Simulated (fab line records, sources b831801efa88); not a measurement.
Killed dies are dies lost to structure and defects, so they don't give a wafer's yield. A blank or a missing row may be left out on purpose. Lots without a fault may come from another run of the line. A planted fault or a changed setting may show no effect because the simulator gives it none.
One fault seen from 2 desks | flow sky130 | each desk has only its own numbers; what lay behind them comes last

THE TOOL OWNER'S DESK: pvd_sputter-02
The tool's own readings at SKY_METAL1_SPUTTER_04 (material TiN, target thk 70 nm, time 58.3 s): means of the sampled wafers that have a number, for each lot that ran on this tool. A lot is out of limits, marked OUT, if its mean lies more than 4 standard deviations from the usual mean; the brackets give that distance.
Columns: A = throttle_valve_pct at SKY_METAL1_SPUTTER_04, usual 30.1 %
lot  | first seen here | A
L100 | day 32 12:14    | 28.7
L104 | day 33 16:25    | 29.8
L103 | day 33 18:17    | 28.8
L106 | day 34 05:28    | 29.7
L118 | day 38 01:38    | 28.7
L120 | day 38 11:02    | 29.9
This desk's finding: nothing out of limits on any of the 6 lots.

THE METROLOGY DESK
What the gauges read, lot by lot, whatever tool the lot ran on: means of the sampled wafers that have a number. A lot is out of limits, marked OUT, if its mean lies more than 4 standard deviations from the usual mean; the brackets give that distance.
Columns: A = PAD_OPEN_BOW at SKY_PAD_OPEN_BOW_MEAS_13, usual 49 um
lot  | first seen here | A
L998 | day 46 05:19    | 55
L999 | day 46 07:15    | 41
L100 | day 46 10:26    | 48
L101 | day 46 11:21    | 42
L104 | day 47 07:29    | 47
L103 | day 47 09:12    | 42
L105 | day 47 12:47    | 48
L106 | day 47 17:04    | 61
L112 | day 49 05:19    | 32
L115 | day 49 17:28    | 63
L118 | day 50 09:40    | 42
L120 | day 50 15:52    | 39
This desk's finding: nothing out of limits on any of the 12 lots.

PUT TOGETHER
The tool owner's desk saw nothing out of limits.
The metrology desk saw nothing out of limits.

WHAT THE SIMULATOR HAD PUT IN
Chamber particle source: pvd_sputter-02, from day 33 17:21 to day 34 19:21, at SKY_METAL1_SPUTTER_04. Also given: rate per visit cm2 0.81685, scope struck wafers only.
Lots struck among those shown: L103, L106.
